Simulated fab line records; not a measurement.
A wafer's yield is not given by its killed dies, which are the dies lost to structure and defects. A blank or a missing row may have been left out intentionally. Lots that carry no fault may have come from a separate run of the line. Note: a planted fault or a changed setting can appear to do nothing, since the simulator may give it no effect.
What tool caused it? ; flow sky130 ; 24 lots, 72 wafers sampled, at 5 steps of a route of 708

WHAT THE GAUGES READ, wafer by wafer
SKY_METAL1_OVL_MEAS_16.
lot;measured;on;METAL1_OVL (nm)
L074;day 32 12:34;overlay-01;3 -3 0
L075;day 33 04:31;overlay-02;3 -1 -2
L076;day 33 09:10;overlay-01;1 4 1
L077;day 33 16:10;overlay-02;-6 -13 -6
L078;day 33 18:49;overlay-01;-8 -10 -1
L079;day 34 04:25;overlay-02;3 10 7
L080;day 34 21:10;overlay-02;-3 -3 0
L081;day 35 10:36;overlay-01;8 6 2
L082;day 36 06:59;overlay-02;-1 1 -6
L083;day 36 12:09;overlay-01;2 0 -11
L085;day 36 15:46;overlay-02;3 0 -2
L084;day 36 18:05;overlay-02;-2 -12 -2
L086;day 36 20:50;overlay-02;3 8 -3
L088;day 37 11:00;overlay-02;-6 4 1
L087;day 37 18:13;overlay-01;0 6 4
L090;day 38 07:43;overlay-02;5 5 -5
L089;day 38 08:16;overlay-02;1 -3 -1
L091;day 38 17:34;overlay-02;-3 4 -6
L092;day 38 18:43;overlay-02;-3 -2 -3
L093;day 38 20:34;overlay-02;5 0 -3
L095;day 39 06:34;overlay-01;5 10 8
L094;day 39 07:20;overlay-02;-12 -7 -14
L096;day 39 16:13;overlay-01;4 3 1
L097;day 39 19:20;overlay-01;-3 -4 -7

SKY_VIA1_THK_MEAS_23: measures by xrf.
lot;measured;on;VIA1_W_THK (nm)
L074;day 33 17:53;film_metro-04;264 262 265
L075;day 34 09:00;film_metro-04;273 271 267
L076;day 34 14:10;film_metro-03;268 268 273
L077;day 34 21:08;film_metro-01;273 273 272
L078;day 34 23:29;film_metro-01;266 265 265
L079;day 35 09:16;film_metro-04;274 270 270
L080;day 36 01:40;film_metro-04;265 270 272
L081;day 36 14:50;film_metro-04;277 275 275
L082;day 37 11:52;film_metro-01;276 275 274
L083;day 37 16:54;film_metro-04;266 269 268
L085;day 37 21:14;film_metro-01;272 271 273
L084;day 37 22:09;film_metro-01;265 265 266
L086;day 38 01:47;film_metro-03;263 267 261
L088;day 38 15:26;film_metro-04;266 272 274
L087;day 38 22:41;film_metro-04;272 271 272
L090;day 39 11:09;film_metro-03;271 273 271
L089;day 39 11:40;film_metro-04;268 268 271
L091;day 39 20:26;film_metro-03;266 267 271
L092;day 39 21:32;film_metro-04;268 273 271
L093;day 39 23:58;film_metro-01;269 267 272
L095;day 40 09:46;film_metro-01;270 272 272
L094;day 40 11:10;film_metro-01;272 270 268
L096;day 40 18:41;film_metro-01;270 273 267
L097;day 40 21:43;film_metro-04;275 278 271

SKY_VIA2_OVL_MEAS_13.
lot;measured;on;VIA2_OVL (nm)
L074;day 36 00:20;overlay-01;-5 -6 -10
L075;day 36 14:46;overlay-02;-2 -6 -1
L076;day 36 19:32;overlay-01;-6 -8 1
L077;day 37 02:17;overlay-01;-6 0 1
L078;day 37 06:22;overlay-01;5 -5 0
L079;day 37 16:16;overlay-01;-8 7 2
L080;day 38 07:05;overlay-01;3 -1 -6
L081;day 38 20:50;overlay-01;-7 -9 -6
L082;day 39 16:56;overlay-01;3 -5 2
L083;day 39 21:01;overlay-02;-7 -13 -9
L085;day 40 01:44;overlay-02;-1 4 3
L084;day 40 02:53;overlay-01;2 0 2
L086;day 40 05:28;overlay-01;-6 -7 -4
L088;day 40 18:22;overlay-02;-5 -3 -18
L087;day 41 02:35;overlay-01;0 -3 -3
L090;day 41 13:32;overlay-02;-2 -5 -7
L089;day 41 14:41;overlay-02;14 8 5
L091;day 41 22:35;overlay-02;-6 -5 -2
L092;day 41 23:09;overlay-02;-4 6 -2
L093;day 42 03:01;overlay-02;-5 -7 3
L095;day 42 11:02;overlay-01;-3 -11 -11
L094;day 42 12:56;overlay-01;5 -6 -2
L096;day 42 19:59;overlay-01;-1 3 1
L097;day 42 21:43;overlay-02;-8 -10 -8

WHICH TOOL RAN EACH LOT (tool, then ch and the chambers of the sampled wafers, then the start)
lot;SKY_METAL1_METAL_ETCH_19;SKY_METAL1_STRIP_20
L074;rie_metal-01 ch 0,1, day 32 12:42;plasma_asher-04 ch 0,1, day 32 12:47
L075;rie_metal-01 ch 0,1, day 33 04:40;plasma_asher-04 ch 0,1, day 33 04:46
L076;rie_metal-04 ch 0,1, day 33 09:17;plasma_asher-04 ch 0,1, day 33 09:23
L077;rie_metal-04 ch 0, day 33 16:17;plasma_asher-04 ch 0,1, day 33 16:23
L078;rie_metal-03 ch 0,1, day 33 18:56;plasma_asher-02 ch 0,1, day 33 19:02
L079;rie_metal-03 ch 0,1, day 34 04:32;plasma_asher-01 ch 0,1, day 34 04:38
L080;rie_metal-04 ch 1, day 34 21:17;plasma_asher-01 ch 0,1, day 34 21:23
L081;rie_metal-03 ch 0, day 35 10:52;plasma_asher-04 ch 0,1, day 35 11:02
L082;rie_metal-03 ch 0, day 36 07:13;plasma_asher-01 ch 0,1, day 36 07:23
L083;rie_metal-04 ch 0,1, day 36 12:18;plasma_asher-01 ch 0,1, day 36 12:23
L085;rie_metal-03 ch 0, day 36 16:01;plasma_asher-01 ch 0, day 36 16:10
L084;rie_metal-04 ch 0,1, day 36 18:13;plasma_asher-02 ch 0,1, day 36 18:19
L086;rie_metal-01 ch 0, day 36 21:04;plasma_asher-02 ch 0,1, day 36 21:14
L088;rie_metal-01 ch 0, day 37 11:16;plasma_asher-04 ch 0,1, day 37 11:26
L087;rie_metal-03 ch 0, day 37 18:26;plasma_asher-01 ch 0,1, day 37 18:37
L090;rie_metal-03 ch 0, day 38 07:56;plasma_asher-04 ch 0,1, day 38 08:07
L089;rie_metal-01 ch 0, day 38 08:29;plasma_asher-02 ch 0,1, day 38 08:40
L091;rie_metal-04 ch 0,1, day 38 17:42;plasma_asher-02 ch 0,1, day 38 17:47
L092;rie_metal-01 ch 0, day 38 19:01;plasma_asher-02 ch 0,1, day 38 19:09
L093;rie_metal-04 ch 0,1, day 38 20:41;plasma_asher-02 ch 0,1, day 38 20:47
L095;rie_metal-03 ch 1, day 39 06:47;plasma_asher-01 ch 0,1, day 39 06:58
L094;rie_metal-01 ch 0, day 39 07:36;plasma_asher-02 ch 0,1, day 39 07:46
L096;rie_metal-01 ch 0,1, day 39 16:21;plasma_asher-01 ch 0,1, day 39 16:26
L097;rie_metal-03 ch 0,1, day 39 19:28;plasma_asher-02 ch 0,1, day 39 19:34
- SKY_METAL1_METAL_ETCH_19: etches the open film in Cl2/BCl3, stops on SiO2, target depth 360 nm, time 78 s.
- SKY_METAL1_STRIP_20: strips in O2/N2.

AS READ BY THE TOOLS THEMSELVES (means over the sampled wafers that have a number; for cases with no such wafer, the mark the record gives instead)
SKY_METAL1_METAL_ETCH_19.
lot;tool;drypump_motor_current_A (A);oes_product_au (a.u.);throttle_valve_pct (%)
L074;rie_metal-01;5.82;0.856;22.257
L075;rie_metal-01;5.82;0.855;22.272
L076;rie_metal-04;5.61;0.854;22.260
L077;rie_metal-04;6.16;0.853;22.268
L078;rie_metal-03;5.74;0.852;22.272
L079;rie_metal-03;5.72;0.858;22.262
L080;rie_metal-04;5.32;0.858;22.265
L081;rie_metal-03;5.80;0.850;22.263
L082;rie_metal-03;5.79;0.845;22.265
L083;rie_metal-04;5.89;0.860;22.260
L085;rie_metal-03;5.76;0.854;22.279
L084;rie_metal-04;5.63;0.857;22.259
L086;rie_metal-01;6.00;0.856;22.260
L088;rie_metal-01;6.03;0.858;22.272
L087;rie_metal-03;5.80;0.858;22.267
L090;rie_metal-03;5.74;0.859;22.268
L089;rie_metal-01;6.01;0.853;22.262
L091;rie_metal-04;5.88;0.852;22.261
L092;rie_metal-01;6.05;0.848;22.268
L093;rie_metal-04;5.88;0.849;22.268
L095;rie_metal-03;5.70;0.854;22.264
L094;rie_metal-01;6.05;0.853;22.264
L096;rie_metal-01;5.84;0.855;22.266
L097;rie_metal-03;5.74;0.854;22.260

SKY_METAL1_STRIP_20.
lot;tool;drypump_motor_current_A (A);oes_product_au (a.u.);strip_time_to_endpoint_s (s)
L074;plasma_asher-04;5.4;0.342;2.71
L075;plasma_asher-04;5.4;0.343;2.66
L076;plasma_asher-04;5.8;0.346;2.74
L077;plasma_asher-04;5.4;0.342;2.66
L078;plasma_asher-02;5.5;0.341;2.62
L079;plasma_asher-01;5.4;0.345;2.65
L080;plasma_asher-01;5.6;0.344;2.78
L081;plasma_asher-04;5.8;0.346;2.70
L082;plasma_asher-01;5.6;0.344;2.68
L083;plasma_asher-01;5.6;0.345;2.68
L085;plasma_asher-01;5.3;0.346;2.72
L084;plasma_asher-02;5.6;0.345;2.72
L086;plasma_asher-02;5.5;0.339;2.67
L088;plasma_asher-04;5.4;0.341;2.69
L087;plasma_asher-01;5.5;0.346;2.71
L090;plasma_asher-04;5.4;0.344;2.75
L089;plasma_asher-02;5.6;0.343;2.65
L091;plasma_asher-02;5.5;0.344;2.70
L092;plasma_asher-02;5.6;0.340;2.65
L093;plasma_asher-02;5.6;0.343;2.70
L095;plasma_asher-01;5.6;0.347;2.74
L094;plasma_asher-02;5.5;0.341;2.64
L096;plasma_asher-01;5.6;0.338;2.68
L097;plasma_asher-02;5.6;0.340;2.63

THE ANSWER, worked out from the rows above alone
Rule: the lots themselves supply what counts as usual. Put in order of their means at a reading, lots are off if they are a third of the lots or fewer, leave a main group of 4 or more, and stand apart from it by a gap of 3 or more times the standard deviation of the main group's means; of several such gaps the widest counts. A main group whose means are all the same, to the digits that the tables above print for the reading, isn't used. A lot without any number at a reading at which 4 lots or more have one is off too. Any other lot the step has rows for is counted as sound. First the gauges in route order, then the tools' own readings, where a lot's mean is used as printed above. At the first step where some lot is off, the reading lying furthest off is the one used; lots without a number count as furthest.
None of the lots is off at any reading shown; this tells nothing.

WHAT THE SIMULATOR HAD INSERTED
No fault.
